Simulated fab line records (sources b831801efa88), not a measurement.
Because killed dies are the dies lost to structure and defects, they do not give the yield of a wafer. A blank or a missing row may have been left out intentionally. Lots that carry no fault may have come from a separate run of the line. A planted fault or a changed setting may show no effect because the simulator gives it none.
Which of the tools did it?	flow gf180mcu	13 lots with 36 wafers sampled at 4 steps, on a route of 602 steps

== WHAT THE GAUGES READ, wafer by wafer ==
GF_STI_CD_MEAS_12: target cd 220 nm.
lot	measured	on	cd nm (nm)
L545	day 2 05:40	cd sem-01	219.3 219.1 219.7
L546	day 2 12:04	cd sem-01	219.0 219.8 220.2
L549	day 3 03:38	cd sem-02	219.6 219.4 218.2
L550	day 3 08:49	cd sem-01	216.9 217.8 217.8
L552	day 3 20:49	cd sem-01	218.7 218.1 217.9
L554	day 4 04:47	cd sem-02	220.3 220.7 221.2
L555	day 4 09:34	cd sem-01	217.8 218.6 217.5
L556	day 4 14:43	cd sem-01	221.4 221.6 221.1
L559	day 5 05:22	cd sem-01	219.3 220.4
L561	day 5 17:28	cd sem-01	219.1 218.9
L563	day 6 04:45	cd sem-02	219.1 221.5
L565	day 6 13:56	cd sem-01	219.7 219.7 219.2
L567	day 7 00:49	cd sem-02	218.7 217.6 218.8

GF_LVPWELL_OVL_MEAS_07.
lot	measured	on	LVPWELL_OVL (nm)
L545	day 3 23:38	overlay-01	1.5 0.5 1.4
L546	day 4 13:46	overlay-02	-1.3 -1.4 -0.2
L549	day 5 02:55	overlay-02	0.7 0.5 -0.8
L550	day 5 05:36	overlay-01	2.1 1.6 0.5
L552	day 5 19:46	overlay-02	0.8 1.8 1.0
L554	day 6 03:53	overlay-01	2.2 2.0 2.7
L555	day 6 09:48	overlay-02	1.5 2.7 0.3
L556	day 6 15:57	overlay-01	0.3 0.8 -0.6
L559	day 7 08:58	overlay-01	1.3 1.6
L561	day 7 21:14	overlay-01	-0.9 -0.8
L563	day 8 08:13	overlay-01	0.7 1.1
L565	day 8 20:16	overlay-01	2.4 2.4 1.4
L567	day 9 10:09	overlay-02	3.1 1.9 3.0

== WHAT TOOL EACH LOT RAN ON (gives the tool, then ch and the chambers of the sampled wafers, and finally the start) ==
lot	GF_STI_ETCH_13	GF_STI_STRIP_15
L545	rie diel-04 ch 0,1, day 2 05:44	plasma asher-04 ch 0,1, day 2 05:56
L546	rie diel-03 ch 2,3, day 2 12:11	plasma asher-02 ch 0,1, day 2 12:20
L549	rie diel-03 ch 0,1,3, day 3 03:44	plasma asher-04 ch 0,1, day 3 03:53
L550	rie diel-03 ch 0,2,3, day 3 08:56	plasma asher-04 ch 0,1, day 3 09:05
L552	rie diel-02 ch 2,3, day 3 20:52	plasma asher-01 ch 0,1, day 3 21:04
L554	rie diel-02 ch 0,2,3, day 4 04:52	plasma asher-04 ch 0,1, day 4 05:04
L555	rie diel-04 ch 0,2,3, day 4 09:41	plasma asher-01 ch 0,1, day 4 09:50
L556	rie diel-04 ch 1,2,3, day 4 14:50	plasma asher-04 ch 0,1, day 4 14:59
L559	rie diel-04 ch 0,2, day 5 05:29	plasma asher-01 ch 0,1, day 5 05:38
L561	rie diel-04 ch 2, day 5 17:32	plasma asher-01 ch 0,1, day 5 17:43
L563	rie diel-04 ch 2,3, day 6 04:52	plasma asher-04 ch 0, day 6 05:04
L565	rie diel-03 ch 1,3, day 6 14:02	plasma asher-04 ch 1, day 6 14:11
L567	rie diel-02 ch 0,2,3, day 7 00:56	plasma asher-01 ch 0,1, day 7 01:05
- GF_STI_ETCH_13: etches the open film in CHF3/O2, stops on Si, target depth 282.31 nm, time 112.9 s.
- GF_STI_STRIP_15: strips in O2/N2.

== AS READ BY THE TOOLS THEMSELVES (means over the sampled wafers that have a number; for cases with no such wafer, the mark the record gives instead) ==
GF_STI_ETCH_13.
lot	tool	drypump motor current A (A)	oes product au (a.u.)	rf fwd power W (W)	throttle valve pct (%)
L545	rie diel-04	5.3	0.834	596.2	8.813
L546	rie diel-03	5.4	0.833	595.7	8.816
L549	rie diel-03	6.0	0.838	597.8	8.814
L550	rie diel-03	5.7	0.835	596.2	8.811
L552	rie diel-02	5.7	0.838	598.2	8.812
L554	rie diel-02	5.8	0.837	597.1	8.822
L555	rie diel-04	6.2	0.838	596.2	8.814
L556	rie diel-04	5.8	0.840	596.6	8.815
L559	rie diel-04	6.3	0.837	596.4	8.822
L561	rie diel-04	6.6	0.843	596.8	8.817
L563	rie diel-04	6.3	0.848	599.6	8.824
L565	rie diel-03	6.0	0.845	593.9	8.814
L567	rie diel-02	5.7	0.830	597.2	8.810

GF_STI_STRIP_15.
lot	tool	drypump motor current A (A)	heater power w (W)	oes product au (a.u.)	strip time to endpoint s (s)
L545	plasma asher-04	5.6	306	0.382	3.78
L546	plasma asher-02	5.7	386	0.380	3.71
L549	plasma asher-04	5.4	354	0.378	3.67
L550	plasma asher-04	5.3	355	0.383	3.74
L552	plasma asher-01	6.3	318	0.384	3.76
L554	plasma asher-04	5.3	351	0.381	3.69
L555	plasma asher-01	6.2	314	0.382	3.73
L556	plasma asher-04	5.3	357	0.385	3.70
L559	plasma asher-01	6.2	316	0.382	3.78
L561	plasma asher-01	6.2	317	0.386	3.77
L563	plasma asher-04	5.2	401	0.381	3.74
L565	plasma asher-04	5.8	266	0.389	3.72
L567	plasma asher-01	6.3	320	0.380	3.72

== THE ANSWER, worked out from the rows above alone ==
Rule: the usual values come from the lots themselves. The widest of any qualifying gaps counts: lots, ordered by their means at a reading, are off when they make up no more than a third of the lots, leave a main group of 4 or more, and stand apart from it by 3 or more times the standard deviation of that group's means. The tables above print the reading to a certain number of digits; a main group whose means all agree to those digits is not used. A lot without any number at a reading at which 4 lots or more have one is off too. The other lots that the step has rows for count as sound. First the gauges in route order, then the tools' own readings, where a lot's mean is used as printed above. The first step at which some lot is off is used, and at that step the reading that is off furthest; a lot without a number counts as furthest.
Nothing can be told from this: no lot is off at any reading shown.

== WHAT WAS PUT IN BY THE SIMULATOR ==
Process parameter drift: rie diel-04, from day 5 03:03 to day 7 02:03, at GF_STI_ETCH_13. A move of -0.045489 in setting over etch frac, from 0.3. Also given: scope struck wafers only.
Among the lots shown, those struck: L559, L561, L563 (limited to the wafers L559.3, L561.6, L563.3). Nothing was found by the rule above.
